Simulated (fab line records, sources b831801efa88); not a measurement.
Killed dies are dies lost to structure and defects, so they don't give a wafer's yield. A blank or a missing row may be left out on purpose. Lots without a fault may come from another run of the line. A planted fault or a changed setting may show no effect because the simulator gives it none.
Which tool did it? | flow sky130 | 13 lots, 37 wafers sampled, at 4 steps of a route of 708

WHAT THE GAUGES READ, wafer by wafer
SKY_VIA2_THK_MEAS_01. Usual: VIA2_HDPCVD_THK 1176 nm, standard deviation 15.
lot  | measured     | on            | VIA2_HDPCVD_THK (nm) | flag
L375 | day 36 01:31 | film_metro-04 | 1159 1161 1142       |
L377 | day 36 22:47 | film_metro-01 | 1163 1163 1162       |
L378 | day 37 01:04 | film_metro-01 | 1189 1196 1184       |
L379 | day 37 17:12 | film_metro-04 | 1182 1191 1208       |
L380 | day 37 20:49 | film_metro-03 | 1197 1202 1182       |
L381 | day 38 05:30 | film_metro-01 | 1186 1185 1178       |
L383 | day 38 21:13 | film_metro-01 | 1154 1188 1189       |
L388 | day 40 03:57 | film_metro-04 | 1193 1193 1206       |
L387 | day 40 07:31 | film_metro-03 | 1197                 |
L391 | day 40 23:08 | film_metro-03 | 1173 1166 1171       |
L392 | day 41 02:02 | film_metro-04 | 1177 1171 1180       |
L396 | day 42 07:05 | film_metro-01 | 1162 1169 1162       |
L398 | day 42 23:05 | film_metro-04 | 1175 1169 1188       |

WHICH TOOL RAN EACH LOT (tool, then ch and the chambers of the sampled wafers, then the start)
lot  | SKY_METAL1_SPUTTER_04        | SKY_METAL2_DESCUM_17              | SKY_METAL2_ETCH_18
L375 | pvd_sputter-01, day 32 12:52 | rie_metal-02 ch 0,1, day 36 00:35 | rie_metal-02 ch 0,1, day 36 00:37
L377 | pvd_sputter-03, day 33 09:48 | rie_metal-01 ch 0,1, day 36 21:53 | rie_metal-01 ch 0,1, day 36 21:55
L378 | pvd_sputter-03, day 33 11:25 | rie_metal-04 ch 0,1, day 36 23:45 | rie_metal-04 ch 0,1, day 36 23:47
L379 | pvd_sputter-01, day 34 05:11 | rie_metal-04 ch 0,1, day 37 16:17 | rie_metal-04 ch 0,1, day 37 16:19
L380 | pvd_sputter-01, day 34 08:54 | rie_metal-01 ch 0,1, day 37 19:54 | rie_metal-01 ch 0,1, day 37 19:56
L381 | pvd_sputter-02, day 34 16:52 | rie_metal-02 ch 0,1, day 38 04:35 | rie_metal-02 ch 0,1, day 38 04:37
L383 | pvd_sputter-01, day 35 09:57 | rie_metal-02 ch 0, day 38 20:08   | rie_metal-02 ch 0, day 38 20:13
L388 | pvd_sputter-02, day 36 17:05 | rie_metal-01 ch 0,1, day 40 03:02 | rie_metal-01 ch 0,1, day 40 03:05
L387 | pvd_sputter-02, day 36 20:28 | rie_metal-02 ch 0, day 40 06:36   | rie_metal-02 ch 0, day 40 06:39
L391 | pvd_sputter-01, day 37 14:27 | rie_metal-01 ch 0,1, day 40 22:12 | rie_metal-01 ch 0,1, day 40 22:14
L392 | pvd_sputter-02, day 37 16:21 | rie_metal-04 ch 0,1, day 41 00:59 | rie_metal-04 ch 0,1, day 41 01:01
L396 | pvd_sputter-01, day 39 00:02 | rie_metal-01 ch 0, day 42 06:05   | rie_metal-01 ch 0, day 42 06:07
L398 | pvd_sputter-03, day 39 16:32 | rie_metal-01 ch 0,1, day 42 22:05 | rie_metal-01 ch 0,1, day 42 22:07
- SKY_METAL1_SPUTTER_04: material TiN, target thk 70 nm, time 58.3 s.
- SKY_METAL2_DESCUM_17: chemistry O2, time 8 s.
- SKY_METAL2_ETCH_18: etches BARC in N2/H2, stops on SiO2, time 45.9 s, target depth 60 nm.

WHAT THE TOOLS THEMSELVES READ (means of the sampled wafers that have a number; where no wafer has one, the mark that the record gives instead)
SKY_METAL1_SPUTTER_04. Usual: throttle_valve_pct 30.1 %, standard deviation 1.
lot  | tool           | throttle_valve_pct (%) | flag
L375 | pvd_sputter-01 | 30.7                   |
L377 | pvd_sputter-03 | 29.4                   |
L378 | pvd_sputter-03 | 29.1                   |
L379 | pvd_sputter-01 | 30.7                   |
L380 | pvd_sputter-01 | 30.5                   |
L381 | pvd_sputter-02 | 30.0                   |
L383 | pvd_sputter-01 | 31.1                   |
L388 | pvd_sputter-02 | 30.4                   |
L387 | pvd_sputter-02 | 28.3                   |
L391 | pvd_sputter-01 | 31.1                   |
L392 | pvd_sputter-02 | 30.5                   |
L396 | pvd_sputter-01 | 30.7                   |
L398 | pvd_sputter-03 | 29.2                   |

SKY_METAL2_DESCUM_17. Usual: drypump_motor_current_A 5.48 A, standard deviation 0.27; oes_product_au 1.001 a.u., standard deviation 0.016; rf_fwd_power_W 147.4 W, standard deviation 0.76.
lot  | tool         | drypump_motor_current_A (A) | oes_product_au (a.u.) | rf_fwd_power_W (W) | flag
L375 | rie_metal-02 | 5.39                        | 1.021                 | 147.4              |
L377 | rie_metal-01 | 5.42                        | 0.981                 | 147.0              |
L378 | rie_metal-04 | 5.62                        | 0.996                 | 147.0              |
L379 | rie_metal-04 | 5.62                        | 1.005                 | 147.4              |
L380 | rie_metal-01 | 5.43                        | 0.979                 | 147.7              |
L381 | rie_metal-02 | 5.39                        | 1.013                 | 148.0              |
L383 | rie_metal-02 | 5.22                        | 1.022                 | 148.0              |
L388 | rie_metal-01 | 5.40                        | 0.984                 | 147.4              |
L387 | rie_metal-02 | 5.23                        | 1.018                 | 148.0              |
L391 | rie_metal-01 | 5.58                        | 0.984                 | 148.0              |
L392 | rie_metal-04 | 5.63                        | 0.995                 | 146.9              |
L396 | rie_metal-01 | 5.75                        | 0.981                 | 148.9              |
L398 | rie_metal-01 | 5.42                        | 0.980                 | 147.4              |

SKY_METAL2_ETCH_18. Usual: drypump_motor_current_A 5.49 A, standard deviation 0.27; n2_flow_sccm 100.0 sccm, standard deviation 0.32; oes_product_au 0.856 a.u., standard deviation 0.0052; rf_fwd_power_W 495.5 W, standard deviation 1.6; run_length_s 74.4 s, standard deviation 0.56; throttle_valve_pct 13.225 %, standard deviation 0.0092.
lot  | tool         | drypump_motor_current_A (A) | n2_flow_sccm (sccm) | oes_product_au (a.u.) | rf_fwd_power_W (W) | run_length_s (s) | throttle_valve_pct (%) | flag
L375 | rie_metal-02 | 5.40                        | 99.9                | 0.853                 | 494.7              | 74.7             | 13.228                 |
L377 | rie_metal-01 | 5.42                        | 100.1               | 0.860                 | 496.1              | 73.8             | 13.227                 |
L378 | rie_metal-04 | 5.63                        | 100.2               | 0.856                 | 494.4              | 73.9             | 13.218                 |
L379 | rie_metal-04 | 5.63                        | 99.7                | 0.856                 | 493.9              | 74.1             | 13.216                 |
L380 | rie_metal-01 | 5.43                        | 99.9                | 0.861                 | 496.2              | 73.9             | 13.230                 |
L381 | rie_metal-02 | 5.39                        | 100.2               | 0.859                 | 495.0              | 74.9             | 13.220                 |
L383 | rie_metal-02 | 5.24                        | 99.9                | 0.856                 | 495.1              | 74.8             | 13.227                 |
L388 | rie_metal-01 | 5.43                        | 99.8                | 0.860                 | 494.9              | 73.8             | 13.225                 |
L387 | rie_metal-02 | 5.24                        | 100.5               | 0.985                 | -                  | 68.3             | 13.238                 | OFF
L391 | rie_metal-01 | 5.58                        | 100.1               | 0.856                 | 496.5              | 74.0             | 13.223                 |
L392 | rie_metal-04 | 5.61                        | 100.2               | 0.856                 | 494.3              | 73.9             | 13.222                 |
L396 | rie_metal-01 | 5.74                        | 99.9                | 0.856                 | 496.1              | 74.9             | 13.232                 |
L398 | rie_metal-01 | 5.43                        | 100.0               | 0.855                 | 496.2              | 73.7             | 13.221                 |

THE ANSWER, worked out from the rows above alone
Rule: a lot is off if the mean of its wafers that have a number lies more than 3 standard deviations from the usual mean. A lot without any number at a reading at which 4 lots or more have one is off too. The other lots that the step has rows for count as sound. The gauges are gone through in route order, then the tools' own readings, and for those a lot's mean is taken as printed above. The first step at which some lot is off is used, and at that step the reading that is off furthest; a lot without a number counts as furthest.
Off: L387, at SKY_METAL2_ETCH_18 (rf_fwd_power_W). Without a number there: L387.
A tool fits if, at that step or a process step before it, it ran every lot that is off, and no sound lot after the first of them. One fits: rie_metal-02 at SKY_METAL2_DESCUM_17 and SKY_METAL2_ETCH_18. At SKY_METAL2_DESCUM_17 its last sound lot is L383 (day 38 20:08), its first lot that is off L387 (day 40 06:36): a fault that began between those two fits.

WHAT THE SIMULATOR HAD PUT IN
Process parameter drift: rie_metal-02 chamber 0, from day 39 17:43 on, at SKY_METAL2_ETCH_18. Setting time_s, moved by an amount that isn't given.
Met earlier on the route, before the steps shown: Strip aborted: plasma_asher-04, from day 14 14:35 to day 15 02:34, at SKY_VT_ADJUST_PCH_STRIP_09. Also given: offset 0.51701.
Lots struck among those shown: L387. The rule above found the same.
